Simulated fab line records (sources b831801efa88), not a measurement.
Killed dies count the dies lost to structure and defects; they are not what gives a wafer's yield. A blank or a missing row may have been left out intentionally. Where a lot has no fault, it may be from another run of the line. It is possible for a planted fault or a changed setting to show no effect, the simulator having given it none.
A lot that was struck, set against a sound lot ; flow sky130 ; 17 out of 708 route steps
Sound: these wafers, L115.1, L115.3, L115.6. Wafers L118.1, L118.2, L118.4 were the ones struck. The cause is named last.
Per side, at each step with rows, come the tool, then ch with its chambers, and then its first start. Under that, the readings that differ: sound wafers ; struck wafers ; difference of the means ; sigmas: that difference in standard deviations of wafers without a fault.
alike: readings whose means differ by less than 2 such deviations, and words and numbers that are the same on both sides. not compared: withheld readings, readings that some wafer has no value for, bounds like >300 that may hide the same value, and numbers for which the record gives no deviation and whose values overlap.
A row with sigmas, a row that says differs or no value, or rows on one side alone: a step with any of these is where the two part. Non-overlapping numbers with no deviation appear without sigmas and do not part them. A reading that every wafer of one side lacks parts them only if that side has two wafers or more.

first, 5 steps without rows for these wafers: SKY_SD_N_COAT_02 (resist thk 1140 nm); SKY_SD_N_SOFTBAKE_03 (time 60 s); SKY_SD_N_EXPOSE_04 (exposes mask NSDM, target cd 380 nm); SKY_SD_N_PEB_05; SKY_SD_N_DEVELOP_06 (develop time 60 s).
SKY_SD_N_CD_MEAS_07 targets a cd of 380 nm.
  sound: cdSem-02 at day 31 19:29; struck: cdSem-01 at day 32 16:10
  alike: cdNm
SKY_SD_N_OVL_MEAS_08:
  sound: overlay-02 at day 31 19:36; struck: overlay-01 at day 32 16:17
  alike: SD_N_OVL
then, 2 steps without rows for these wafers: SKY_SD_N_IMPLANT_09; SKY_SD_N_IMPLANT_10.
SKY_SD_N_STRIP_11: strips in O2/N2.
  sound on plasmaAsher-03 ch 0, day 31 19:56; struck on plasmaAsher-02 ch 0,1, day 32 16:37
  alike: drypumpMotorCurrentA, o2FlowSccm, oesProductAu, stripTimeToEndpointS
  not compared: rfHoursCounterH
SKY_SD_N_TW_MEAS_12:
  sound: filmMetro-04 at day 31 20:02; struck: filmMetro-04 at day 32 16:43
  alike: SD_N_TW
then, 1 step without rows for these wafers: SKY_SD_N_CLEAN_13 (cleans in SC1/SC2, time 150 s).
SKY_SD_N_RTA_14: time 2 s.
  sound on rtpAnneal-02 ch 0, day 31 20:10; struck on rtpAnneal-01 ch 0, day 32 16:50
reading;sound;struck;difference;sigmas
lampPowerPct (%);15.76 15.72 15.70;15.05 15.11 15.14;-0.63;-12
  alike: wafer_temp_C_max
SKY_SD_N_RS_MEAS_16: measurement is done with a four-point probe.
  sound: filmMetro-03 at day 31 20:23; struck: filmMetro-02 at day 32 17:00
reading;sound;struck;difference;sigmas
SD_N_RS (ohm/sq);68.64 68.66 68.59;71.36 71.28 71.33;+2.69;+24
SKY_SD_N_RS_MEAS_17: measurement is done with a four-point probe.
  sound: filmMetro-03 at day 31 20:30; struck: filmMetro-02 at day 32 17:07
reading;sound;struck;difference;sigmas
SD_P_RS (ohm/sq);147.3 147.3 147.8;163.5 163.4 163.8;+16.1;+44
SKY_SD_N_RS_MEAS_18: measurement is done with a four-point probe.
  sound: filmMetro-03 at day 31 20:37; struck: filmMetro-02 at day 32 17:14
  alike: RES_XHIGH_RS
-- a jump in the record: the struck wafers' starts before and after are 17 days apart (it breaks off in module SD_N and resumes in module PAD_OPEN, where the first step shown is number 708 of the route) --
SKY_PAD_OPEN_PROBE_99:
  sound: prober-01 at day 48 14:57; struck: prober-02 at day 49 09:10
reading;sound;struck;difference;sigmas
model.etest.resXhighPo.lineOhmUm;5849 5591 5808;6481 6774 6502;+836;
model.etest.resXhighPo.rsOhmSq;2039 1981 2008;2295 2309 2239;+272;
model.etest.pfet_01v8.rOnOhmUm;2916 3012 2963;3086 3065 3078;+113;
model.etest.resPdiff.lineOhmUm;1358 1434 1460;1523 1536 1615;+141;
model.etest.resHighPo.lineOhmUm;765.5 755.2 762.1;846.3 852.1 849.1;+88.2;
model.etest.liconHighPo.rcOhm;372.1 348.8 362.4;447.1 431.2 434.7;+76.6;
model.etest.tip_p_5v.rsOhmSq;2886 2881 2872;2902 2897 2894;+18;
  alike: killed_at_M0_to_M3, killed_at_M4_up, killedAtContacts, killedAtFrontEnd, killedAtOther, killedDies, killedOpen, killedShort
  not compared: model.etest.tipP.rsOhmSq

WHERE THEY PART
First at SKY_SD_N_RTA_14; last, within this record, at SKY_SD_N_RS_MEAS_17. Later steps at which nothing parts them and some readings are alike: SKY_SD_N_RS_MEAS_18, SKY_PAD_OPEN_PROBE_99.

WHY: what the simulator had put in
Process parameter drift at SKY_SD_N_RTA_14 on rtpAnneal-01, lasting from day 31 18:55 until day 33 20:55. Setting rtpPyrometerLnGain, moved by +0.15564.
